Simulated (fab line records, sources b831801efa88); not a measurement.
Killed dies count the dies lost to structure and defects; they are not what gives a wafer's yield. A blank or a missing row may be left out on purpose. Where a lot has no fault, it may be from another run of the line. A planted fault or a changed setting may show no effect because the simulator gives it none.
Comparing a struck lot with a sound one | flow sky130 | 19 out of 708 route steps
Sound: wafers L596.2, L596.4, L596.5. The struck wafers were L598.4, L598.5, L598.6. The cause comes at the end.
Each step with rows lists, per side, the tool, then ch with its chambers, then its first start. Under that, the readings that differ: sound wafers | struck wafers | difference of the means | sigmas: that difference in standard deviations of wafers without a fault.
alike: words and numbers the same on both sides, and readings whose means are apart by under 2 such deviations; not compared: readings that were withheld, readings missing a value for some wafer, numbers with overlapping values and no deviation given by the record, and bounds like >300 which may hide the same value.
Wherever a step has rows on one side only, a row that says differs or no value, or a row with sigmas, the two part there. When numbers do not overlap yet have no deviation, they are printed without sigmas and do not part them. Lack of a reading on every wafer of one side parts them only where that side has two or more wafers.

SKY_METAL4_SPUTTER_02: material AlCu, target thk 735 nm, time 39.1 s.
  sound on pvd sputter-04, day 39 20:59; struck on pvd sputter-02, day 41 01:57
  alike: throttle valve pct
then, 1 step without rows for these wafers: SKY_METAL4_SPUTTER_03 (material Ti, target thk 5 nm, time 3.3 s).
SKY_METAL4_SPUTTER_04: material TiN, target thk 70 nm, time 58.3 s.
  sound on pvd sputter-04, day 39 21:02; struck on pvd sputter-02, day 41 02:00
  alike: throttle valve pct
SKY_CAP2M_CVD_00: deposits SiO2, target thk 15.5 nm.
  sound on pecvd-03 ch 0,1,2, day 39 21:05; struck on pecvd-01 ch 0,1,2, day 41 02:04
  alike: heater power w
SKY_CAP2M_THK_MEAS_01:
  sound on film metro-03, day 39 21:07; struck on film metro-02, day 41 02:06
  alike: CAP2M_CVD_00_THK
SKY_CAP2M_SPUTTER_02: material TiN, target thk 200 nm, time 166.7 s.
  sound on pvd sputter-02, day 39 21:10; struck on pvd sputter-04, day 41 02:08
  alike: throttle valve pct
SKY_CAP2M_RS_MEAS_03: measurement is done with a four-point probe.
  sound on film metro-03, day 39 21:18; struck on film metro-01, day 41 02:18
  reading               | sound          | struck         | difference | sigmas
  CAP2M_TIN_RS (ohm/sq) | 7.07 6.94 6.93 | 6.84 6.83 6.86 | -0.14      | -2
SKY_CAP2M_THK_MEAS_04: measures by xrf.
  sound on film metro-03, day 39 21:25; struck on film metro-01, day 41 02:23
  alike: CAP2M_TIN_THK
then, 4 steps without rows for these wafers: SKY_CAP2M_DEHYDRATE_05 (time 60 s); SKY_CAP2M_HMDS_06 (prime time 60 s); SKY_CAP2M_COAT_07 (resist thk 1140 nm); SKY_CAP2M_SOFTBAKE_08 (time 60 s).
SKY_CAP2M_EXPOSE_09: exposes mask CAP2M, target cd 1000 nm.
  sound on iline stepper-01 ch 0, day 40 09:05; struck on iline stepper-01 ch 0, day 41 14:53
  reading              | sound                | struck               | difference | sigmas
  exposure dose mJ cm2 | 158.94 158.99 159.13 | 174.84 175.00 175.14 | +15.97     | +99 or more
  alike: mask, reticle temp C
then, 2 steps without rows for these wafers: SKY_CAP2M_PEB_10; SKY_CAP2M_DEVELOP_11 (develop time 60 s).
SKY_CAP2M_OVL_MEAS_12:
  sound on overlay-01, day 40 20:40; struck on overlay-01, day 42 01:50
  alike: CAP2M_OVL
SKY_CAP2M_METAL_ETCH_13: etches TiN in Cl2/BCl3, stops on SiO2, target depth 220 nm, time 62.9 s.
  sound on rie metal-01 ch 0,1, day 40 20:42; struck on rie metal-03 ch 0,1, day 42 01:53
  reading                | sound             | struck            | difference | sigmas
  oes product au (a.u.)  | 0.938 0.938 0.935 | 0.947 0.958 0.952 | +0.015     | +2
  model.CAP2M.cd nm (nm) | 1004 1003 1002    | 969.5 969 972.4   | -32.7      |
  alike: drypump motor current A, throttle valve pct
  not compared: rf hours counter h
SKY_CAP2M_STRIP_14: strips in O2/N2.
  sound on plasma asher-02 ch 0,1, day 40 20:47; struck on plasma asher-04 ch 0,1, day 42 01:58
  reading             | sound          | struck         | difference | sigmas
  o2 flow sccm (sccm) | 2987 2983 3001 | 3015 3011 3008 | +21        | +2
  alike: drypump motor current A, oes product au, strip time to endpoint s
  not compared: rf hours counter h
-- the record jumps here: 5 days lie between the struck wafers' starts before and after (it left off in module CAP2M and takes up again in module PAD_OPEN, whose first step shown is number 708 of the route) --
SKY_PAD_OPEN_PROBE_99:
  sound on prober-02, day 45 21:11; struck on prober-02, day 46 23:04
  reading             | sound    | struck | difference | sigmas
  killed at front end | 13 15 19 | 6 6    | -10        | -2
  killed at other     | 5 1 0    | 0 0    | -2         | -3
  alike: defect limited yield, killed_at_M0_to_M3, killed_at_M4_up, killed at contacts, killed dies, killed on rim, killed open, killed short, sort_bin_3_pad_short, sort_bin_5_function, sort_bin_6_memory, sort n pass, sort yield pct

## WHERE THEY PART
At SKY_CAP2M_RS_MEAS_03 first; at SKY_PAD_OPEN_PROBE_99 last (within this record only).

WHY: what the simulator had put in
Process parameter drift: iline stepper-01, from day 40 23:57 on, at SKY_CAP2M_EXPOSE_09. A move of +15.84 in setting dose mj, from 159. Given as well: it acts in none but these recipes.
